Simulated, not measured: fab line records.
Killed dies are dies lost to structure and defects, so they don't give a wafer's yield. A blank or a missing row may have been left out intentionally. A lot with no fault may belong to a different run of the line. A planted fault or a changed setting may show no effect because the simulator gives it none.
fab line records | flow sky130
record lots=10 | wafers=30 | lastDay=49
route steps=708 shown METAL2@503 VIA2@528 METAL3@535 CAPM@540
lots untouched by any fault: they come from a run of this same line in which no faults occurred
startH: the number of hours between the record's first day and the start of the first shown wafer of the lot | waitH: how many hours have passed since the lot's step before this one | " the same as in the row above | L1.1+2: a single row standing in for several wafers | - no value present, or no start provided | * or withheld: withheld | < > ~ a bound
route shown NAME@n: names a module that has steps shown in the file, with the first one's number in the route | usual: mean and standard deviation over wafers with no fault | same: alike in all rows | chamber/n: place in a boat | sites: the reading at each site | _std_site: the standard deviation of these | _edge_site: inner sites' mean taken away from outer sites' mean | radiusMm: how far each site lies from the wafer's centre | mask NAME#n: copy n | behind: the last tool/chamber to shape the wafer | hold: the reason the lot was held/the length of the hold in hours/how it ended | device: names the non-switching transistor (n, p or np) | end of line: the tests these same wafers got at the end of their route | for a step that has no rows: nothing shown but its recipe | killed: dies lost to structure and defects at the first sort, not the wafer's yield | map: a wafer's dies, x killed, . not, _ none there
set.NAME: the run value of the setting; set.NAME@STEP: its run value at that earlier step | model.NAME: the simulator's own value behind a step, which no gauge read
steps of the route over a sample of lots; a table a step, a row a wafer
services: the hour from which a tool's chamber was out of use, counted from the record's first day as startH (under 0 if before that day), plus the number of hours and why
## steps
# step SKY_METAL2_STRIP_20
# recipe chemistry=O2/N2 | powerW=1400 | pressureMtorr=1500 | platenTempC=withheld | o2FlowSccm=3000 | n2FlowSccm=300 | overashFraction=0.5
# usual drypumpMotorCurrentA=5.8/0.43 | oesProductAu=0.343/0.0042 | stripTimeToEndpointS=2.72/0.033
lot.wafer | tool           | chamber | startH | waitH | drypumpMotorCurrentA | oesProductAu | rfHoursCounterH | stripTimeToEndpointS
L839.1    | plasmaAsher-03 | 1       | 810.46 | 0.1   | 5.9                  | 0.337        | 95              | 2.69
L839.5    | "              | 1       | "      | "     | 5.9                  | 0.335        | -               | 2.68
L839.6    | "              | 0       | "      | "     | 6.0                  | 0.342        | -               | 2.69
L840.3    | plasmaAsher-01 | 1       | 823.27 | 0.1   | 5.4                  | 0.340        | -               | 2.72
L840.4    | "              | 0       | "      | "     | 5.7                  | 0.345        | -               | 2.68
L840.6    | "              | 0       | "      | "     | 5.7                  | 0.339        | -               | 2.73
L842.4    | plasmaAsher-01 | 1       | 864.84 | 0.1   | 5.4                  | 0.334        | -               | 2.70
L842.5    | "              | 1       | "      | "     | 5.4                  | 0.343        | -               | 2.68
L842.6    | "              | 0       | "      | "     | 5.6                  | 0.341        | -               | 2.68
L845.1    | plasmaAsher-02 | 0       | 871.02 | 0.1   | 5.2                  | 0.341        | 12              | 2.70
L845.2    | "              | 1       | "      | "     | 6.5                  | 0.351        | 12              | 2.74
L845.6    | "              | 1       | "      | "     | 6.5                  | 0.340        | -               | 2.71
L847.1    | plasmaAsher-01 | 1       | 901.52 | 0.1   | 5.4                  | 0.338        | 73              | 2.73
L847.4    | "              | 0       | "      | "     | 5.7                  | 0.351        | -               | 2.74
L847.6    | "              | 1       | "      | "     | 5.4                  | 0.350        | -               | 2.77
L853.2    | plasmaAsher-03 | 0       | 927.02 | 0.1   | 6.0                  | 0.341        | 107             | 2.71
L853.4    | "              | 1       | "      | "     | 5.9                  | 0.343        | -               | 2.69
L853.5    | "              | 0       | "      | "     | 6.0                  | 0.343        | -               | 2.67
L854.1    | plasmaAsher-02 | 0       | 932.27 | 0.1   | 5.2                  | 0.345        | 19              | 2.73
L854.3    | "              | 0       | "      | "     | 5.2                  | 0.341        | -               | 2.75
L854.5    | "              | 0       | "      | "     | 5.2                  | 0.339        | -               | 2.71
L856.2    | plasmaAsher-02 | 1       | 946.27 | 0.1   | 6.5                  | 0.344        | 20              | 2.72
L856.3    | "              | 1       | "      | "     | 6.5                  | 0.339        | -               | 2.72
L856.6    | "              | 1       | "      | "     | 6.5                  | 0.341        | -               | 2.73
L857.2    | plasmaAsher-01 | 0       | 956.12 | 0.1   | 5.6                  | 0.342        | 79              | 2.76
L857.5    | "              | 0       | "      | "     | 5.6                  | 0.344        | -               | 2.75
L857.6    | "              | 1       | "      | "     | 5.4                  | 0.336        | -               | 2.74
L859.1    | plasmaAsher-02 | 1       | 971.96 | 0.1   | 6.5                  | 0.342        | 22              | 2.74
L859.2    | "              | 0       | "      | "     | 5.2                  | 0.345        | 22              | 2.71
L859.6    | "              | 1       | "      | "     | 6.5                  | 0.343        | -               | 2.74
# step SKY_VIA2_CVD_21
# recipe material=W | targetThkNm=420 | timeS=126.4 | tempC=400 | pressureTorr=40
# usual chamberPressureTorr=40.00/0.086 | heaterPowerW=789/73
lot.wafer | tool    | chamber | startH | waitH | chamberPressureTorr | heaterPowerW
L839.1    | cvdW-01 | 1       | 839.79 | 0.0   | 40.11               | 720
L839.5    | "       | 1       | "      | "     | 40.04               | 699
L839.6    | "       | 0       | "      | "     | 39.89               | 930
L840.3    | cvdW-01 | 0       | 852.79 | 0.1   | 39.95               | 943
L840.4    | "       | 1       | "      | "     | 40.13               | 709
L840.6    | "       | 1       | "      | "     | 40.05               | 697
L842.4    | cvdW-02 | 0       | 894.57 | 0.1   | 39.93               | 772
L842.5    | "       | 0       | "      | "     | 40.03               | 764
L842.6    | "       | 1       | "      | "     | 40.03               | 812
L845.1    | cvdW-01 | 1       | 899.93 | 0.0   | 39.89               | 706
L845.2    | "       | 0       | "      | "     | 39.93               | 941
L845.6    | "       | 1       | "      | "     | 40.05               | 709
L847.1    | cvdW-01 | 1       | 928.33 | 0.0   | 40.07               | 677
L847.4    | "       | 0       | "      | "     | 39.94               | 817
L847.6    | "       | 1       | "      | "     | 40.03               | 675
L853.2    | cvdW-01 | 1       | 952.93 | 0.0   | 40.06               | 662
L853.4    | "       | 0       | "      | "     | 33.39               | 833
L853.5    | "       | 1       | "      | "     | 39.89               | 645
L854.1    | cvdW-01 | 1       | 957.47 | 0.0   | 39.95               | 661
L854.3    | "       | 0       | "      | "     | 33.38               | 843
L854.5    | "       | 1       | "      | "     | 39.90               | 660
L856.2    | cvdW-02 | 0       | 972.65 | 0.0   | 39.93               | 761
L856.3    | "       | 1       | "      | "     | 40.08               | 828
L856.6    | "       | 0       | "      | "     | 40.05               | 765
L857.2    | cvdW-02 | 1       | 981.93 | 0.0   | 40.07               | 830
L857.5    | "       | 0       | "      | "     | 40.12               | 784
L857.6    | "       | 1       | "      | "     | 39.99               | 832
L859.1    | cvdW-02 | 1       | 998.62 | 0.0   | 39.93               | 830
L859.2    | "       | 0       | "      | "     | 39.99               | 772
L859.6    | "       | 0       | "      | "     | 39.98               | 780
# step SKY_VIA2_RS_MEAS_22
# recipe thkMeasGauge=four-point-probe | reads=W_of_VIA2_CVD_21+TiN_of_VIA2_SPUTTER_20
# usual VIA2_W_RS=0.273/0.0043
lot.wafer | tool         | chamber | startH | waitH | VIA2_W_RS[ohm/sq]
L839.1    | filmMetro-03 | -       | 839.92 | 0.1   | 0.269
L839.5    | "            | -       | "      | "     | 0.266
L839.6    | "            | -       | "      | "     | 0.265
L840.3    | filmMetro-03 | -       | 852.92 | 0.1   | 0.266
L840.4    | "            | -       | "      | "     | 0.266
L840.6    | "            | -       | "      | "     | 0.266
L842.4    | filmMetro-03 | -       | 894.71 | 0.1   | 0.281
L842.5    | "            | -       | "      | "     | 0.278
L842.6    | "            | -       | "      | "     | 0.277
L845.1    | filmMetro-01 | -       | 900.06 | 0.1   | 0.268
L845.2    | "            | -       | "      | "     | 0.265
L845.6    | "            | -       | "      | "     | 0.270
L847.1    | filmMetro-02 | -       | 928.46 | 0.1   | 0.267
L847.4    | "            | -       | "      | "     | 0.271
L847.6    | "            | -       | "      | "     | 0.268
L853.2    | filmMetro-02 | -       | 953.08 | 0.1   | 0.265
L853.4    | "            | -       | "      | "     | 0.294
L853.5    | "            | -       | "      | "     | 0.270
L854.1    | filmMetro-02 | -       | 957.60 | 0.1   | 0.268
L854.3    | "            | -       | "      | "     | 0.292
L854.5    | "            | -       | "      | "     | 0.267
L856.2    | filmMetro-01 | -       | 972.80 | 0.1   | 0.275
L856.3    | "            | -       | "      | "     | 0.271
L856.6    | "            | -       | "      | "     | 0.276
L857.2    | filmMetro-02 | -       | 982.08 | 0.1   | 0.278
L857.5    | "            | -       | "      | "     | 0.278
L857.6    | "            | -       | "      | "     | 0.278
L859.1    | filmMetro-03 | -       | 998.75 | 0.1   | 0.273
L859.2    | "            | -       | "      | "     | 0.277
L859.6    | "            | -       | "      | "     | 0.273
# step SKY_VIA2_THK_MEAS_23
# recipe thkMeasGauge=xrf | reads=W_of_VIA2_CVD_21
# usual VIA2_W_THK=422/8.3
lot.wafer | tool         | chamber | startH | waitH | VIA2_W_THK[nm]
L839.1    | filmMetro-03 | -       | 840.04 | 0.1   | 422
L839.5    | "            | -       | "      | "     | 428
L839.6    | "            | -       | "      | "     | 429
L840.3    | filmMetro-03 | -       | 853.02 | 0.1   | 429
L840.4    | "            | -       | "      | "     | 431
L840.6    | "            | -       | "      | "     | 429
L842.4    | filmMetro-03 | -       | 894.80 | 0.1   | 409
L842.5    | "            | -       | "      | "     | 416
L842.6    | "            | -       | "      | "     | 418
L845.1    | filmMetro-01 | -       | 900.18 | 0.1   | 439
L845.2    | "            | -       | "      | "     | 443
L845.6    | "            | -       | "      | "     | 435
L847.1    | filmMetro-02 | -       | 928.58 | 0.1   | 426
L847.4    | "            | -       | "      | "     | 421
L847.6    | "            | -       | "      | "     | 423
L853.2    | filmMetro-02 | -       | 953.19 | 0.1   | 423
L853.4    | "            | -       | "      | "     | 383
L853.5    | "            | -       | "      | "     | 419
L854.1    | filmMetro-02 | -       | 957.72 | 0.1   | 416
L854.3    | "            | -       | "      | "     | 388
L854.5    | "            | -       | "      | "     | 419
L856.2    | filmMetro-01 | -       | 972.91 | 0.1   | 418
L856.3    | "            | -       | "      | "     | 421
L856.6    | "            | -       | "      | "     | 416
L857.2    | filmMetro-02 | -       | 982.19 | 0.1   | 413
L857.5    | "            | -       | "      | "     | 412
L857.6    | "            | -       | "      | "     | 409
L859.1    | filmMetro-03 | -       | 998.87 | 0.1   | 428
L859.2    | "            | -       | "      | "     | 420
L859.6    | "            | -       | "      | "     | 428
# step SKY_VIA2_CMP_24
# recipe stopOn=SiO2 | tOverpolishS=20 | downForcePsi=3.5 | platenRpm=60 | targetThkNm=0 | padVelocityMS=0.94248
# usual motorCurrentA=11.2/1.1 | slurryFlowMlMin=150.0/0.5 | timeToEndpointS=101/3.3
lot.wafer | tool   | chamber | startH | waitH | motorCurrentA | slurryFlowMlMin | timeToEndpointS
L839.1    | cmp-01 | 3       | 840.25 | 0.2   | 9.8           | 149.2           | 106
L839.6    | "      | 0       | "      | "     | 12.9          | 150.6           | 111
L839.5    | "      | 1       | "      | "     | 12.3          | 149.8           | 104
L840.3    | cmp-02 | 2       | 853.06 | 0.0   | 11.4          | 150.0           | 106
L840.4    | "      | 0       | "      | "     | 10.7          | 150.3           | 107
L840.6    | "      | 2       | "      | "     | 11.7          | 150.5           | 106
L842.4    | cmp-01 | 0       | 894.93 | 0.1   | 12.7          | 150.0           | 101
L842.5    | "      | 2       | "      | "     | 10.1          | 150.5           | 99
L842.6    | "      | 3       | "      | "     | 9.6           | 150.0           | 98
L845.2    | cmp-02 | 2       | 900.24 | 0.0   | 12.2          | 149.8           | 105
L845.1    | "      | 0       | "      | "     | 10.8          | 150.2           | 100
L845.6    | "      | 3       | "      | "     | 10.2          | 149.9           | 103
L847.1    | cmp-02 | 3       | 928.64 | 0.1   | 10.5          | 149.2           | 104
L847.4    | "      | 0       | "      | "     | 9.9           | 149.8           | 101
L847.6    | "      | 3       | "      | "     | 10.8          | 149.9           | 103
L853.4    | cmp-02 | 2       | 953.24 | 0.0   | 12.1          | 150.2           | 90
L853.2    | "      | 3       | "      | "     | 10.8          | 150.3           | 106
L853.5    | "      | 2       | "      | "     | 11.5          | 150.2           | 99
L854.3    | cmp-02 | 3       | 957.78 | 0.0   | 10.2          | 150.2           | 95
L854.1    | "      | 2       | "      | "     | 11.8          | 150.2           | 104
L854.5    | "      | 0       | "      | "     | 10.3          | 150.8           | 101
L856.2    | cmp-01 | 3       | 974.64 | 1.7   | 9.8           | 149.7           | 97
L856.3    | "      | 0       | "      | "     | 13.4          | 150.4           | 102
L856.6    | "      | 1       | "      | "     | 12.4          | 149.9           | 99
L857.2    | cmp-01 | 3       | 982.29 | 0.1   | 9.6           | 150.0           | 90
L857.5    | "      | 2       | "      | "     | 9.9           | 149.7           | 91
L857.6    | "      | 3       | "      | "     | 10.1          | 150.1           | 99
L859.1    | cmp-02 | 1       | 999.03 | 0.1   | 12.3          | 149.7           | 99
L859.2    | "      | 2       | "      | "     | 12.0          | 149.8           | 98
L859.6    | "      | 3       | "      | "     | 10.1          | 149.0           | 98
# step SKY_METAL3_SPUTTER_03
# recipe material=Ti | targetThkNm=5 | powerW=3000 | timeS=3.3 | chamberPressurePa=0.4
# usual throttleValvePct=30.1/1.1
lot.wafer | tool          | chamber | startH | waitH | throttleValvePct
L839.1    | pvdSputter-04 | -       | 840.48 | 0.0   | 27.3
L839.5    | "             | -       | "      | "     | 30.6
L839.6    | "             | -       | "      | "     | 29.8
L840.3    | pvdSputter-01 | -       | 853.44 | 0.0   | 30.2
L840.4    | "             | -       | "      | "     | 30.5
L840.6    | "             | -       | "      | "     | 30.6
L842.4    | pvdSputter-01 | -       | 895.22 | 0.0   | 28.5
L842.5    | "             | -       | "      | "     | 30.6
L842.6    | "             | -       | "      | "     | 28.8
L845.1    | pvdSputter-03 | -       | 900.63 | 0.0   | 31.5
L845.2    | "             | -       | "      | "     | 29.9
L845.6    | "             | -       | "      | "     | 31.4
L847.1    | pvdSputter-01 | -       | 929.03 | 0.0   | 29.0
L847.4    | "             | -       | "      | "     | 30.8
L847.6    | "             | -       | "      | "     | 30.5
L853.2    | pvdSputter-01 | -       | 953.63 | 0.0   | 28.6
L853.4    | "             | -       | "      | "     | 29.9
L853.5    | "             | -       | "      | "     | 28.6
L854.1    | pvdSputter-04 | -       | 958.17 | 0.0   | 29.7
L854.3    | "             | -       | "      | "     | 30.8
L854.5    | "             | -       | "      | "     | 30.9
L856.2    | pvdSputter-04 | -       | 974.93 | 0.0   | 27.3
L856.3    | "             | -       | "      | "     | 31.1
L856.6    | "             | -       | "      | "     | 31.3
L857.2    | pvdSputter-03 | -       | 982.62 | 0.0   | 30.2
L857.5    | "             | -       | "      | "     | 29.8
L857.6    | "             | -       | "      | "     | 31.1
L859.1    | pvdSputter-03 | -       | 999.32 | 0.0   | 29.9
L859.2    | "             | -       | "      | "     | 31.5
L859.6    | "             | -       | "      | "     | 31.0
# step SKY_CAPM_RS_MEAS_03
# recipe thkMeasGauge=four-point-probe | reads=TiN_of_CAPM_SPUTTER_02
# usual CAPM_TIN_RS=6.88/0.067
lot.wafer | tool         | chamber | startH | waitH | CAPM_TIN_RS[ohm/sq]
L839.1    | filmMetro-04 | -       | 840.75 | 0.1   | 6.85
L839.5    | "            | -       | "      | "     | 6.85
L839.6    | "            | -       | "      | "     | 6.83
L840.3    | filmMetro-01 | -       | 853.74 | 0.1   | 6.75
L840.4    | "            | -       | "      | "     | 6.82
L840.6    | "            | -       | "      | "     | 6.79
L842.4    | filmMetro-04 | -       | 895.54 | 0.1   | 6.89
L842.5    | "            | -       | "      | "     | 6.88
L842.6    | "            | -       | "      | "     | 6.89
L845.1    | filmMetro-04 | -       | 900.88 | 0.1   | 6.95
L845.2    | "            | -       | "      | "     | 6.99
L845.6    | "            | -       | "      | "     | 6.95
L847.1    | filmMetro-01 | -       | 929.29 | 0.1   | 6.87
L847.4    | "            | -       | "      | "     | 6.84
L847.6    | "            | -       | "      | "     | 6.85
L853.2    | filmMetro-01 | -       | 953.91 | 0.1   | 6.74
L853.4    | "            | -       | "      | "     | 6.86
L853.5    | "            | -       | "      | "     | 6.81
L854.1    | filmMetro-03 | -       | 958.43 | 0.1   | 6.95
L854.3    | "            | -       | "      | "     | 6.95
L854.5    | "            | -       | "      | "     | 6.91
L856.2    | filmMetro-01 | -       | 975.26 | 0.1   | 6.87
L856.3    | "            | -       | "      | "     | 6.92
L856.6    | "            | -       | "      | "     | 6.91
L857.2    | filmMetro-01 | -       | 982.90 | 0.1   | 7.00
L857.5    | "            | -       | "      | "     | 6.99
L857.6    | "            | -       | "      | "     | 7.03
L859.1    | filmMetro-04 | -       | 999.58 | 0.1   | 6.93
L859.2    | "            | -       | "      | "     | 6.83
L859.6    | "            | -       | "      | "     | 6.86
## services
tool           | chamber | startH | hours | kind
cvdW-01        | -       | 795.52 | 3.8   | pm
cmp-01         | -       | 828.92 | 1.5   | repair
plasmaAsher-01 | -       | 832.91 | 2.8   | pm
plasmaAsher-02 | -       | 833.90 | 2.6   | repair
pvdSputter-04  | -       | 843.98 | 14.7  | repair
cmp-02         | -       | 860.25 | 0.6   | repair
cvdW-02        | -       | 870.64 | 1.0   | repair
cmp-02         | -       | 890.01 | 0.8   | repair
cvdW-02        | -       | 901.08 | 6.0   | pm
pvdSputter-04  | -       | 903.38 | 32.2  | repair
plasmaAsher-03 | -       | 903.62 | 2.8   | pm
cvdW-01        | -       | 904.00 | 14.0  | pm
cvdW-01        | 0       | 904.00 | 14.0  | ventCycle
cvdW-01        | 1       | 904.00 | 14.0  | ventCycle
cmp-02         | -       | 907.97 | 0.5   | repair
cmp-01         | -       | 912.00 | 4.0   | pm
pvdSputter-01  | -       | 915.19 | 2.7   | repair
cvdW-01        | 0       | 918.00 | -     | clean
cvdW-01        | 1       | 918.00 | -     | clean
cvdW-01        | -       | 920.78 | 6.9   | pm
pvdSputter-01  | -       | 923.58 | 3.6   | repair
cvdW-02        | -       | 946.47 | 1.4   | repair
cmp-02         | -       | 967.95 | 6.4   | pm
cmp-01         | -       | 972.04 | 1.9   | repair
## key
firstSign step=SKY_VIA2_CVD_21 | reading=chamberPressureTorr | direction=down | sigmas=77 | usual=40.00 | struck=33.39
effect step=SKY_VIA2_RS_MEAS_22 | reading=VIA2_W_RS | direction=up | sigmas=4.6 | usual=0.273 | struck=0.293
effect step=SKY_VIA2_THK_MEAS_23 | reading=VIA2_W_THK | direction=down | sigmas=4.4 | usual=422 | struck=385
effect step=SKY_VIA2_CMP_24 | reading=timeToEndpointS | direction=down | sigmas=2.6 | usual=* | struck=*
metAt SKY_VIA2_CVD_21
struckLots L853,L854
struckWafers L853.4,L854.3
notActingAt SKY_METAL2_STRIP_20,SKY_METAL3_SPUTTER_03,SKY_CAPM_RS_MEAS_03
onsetBetween 928.33 952.93
fault kind=processParameterDrift | tool=cvdW-01 | chamber=0 | onsetH=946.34 | steps=SKY_VIA2_CVD_21 | channel=pressureTorr | offset=-6.5637 | shape=step | endH=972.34 | actsIn=theseRecipesOnly | stated=40
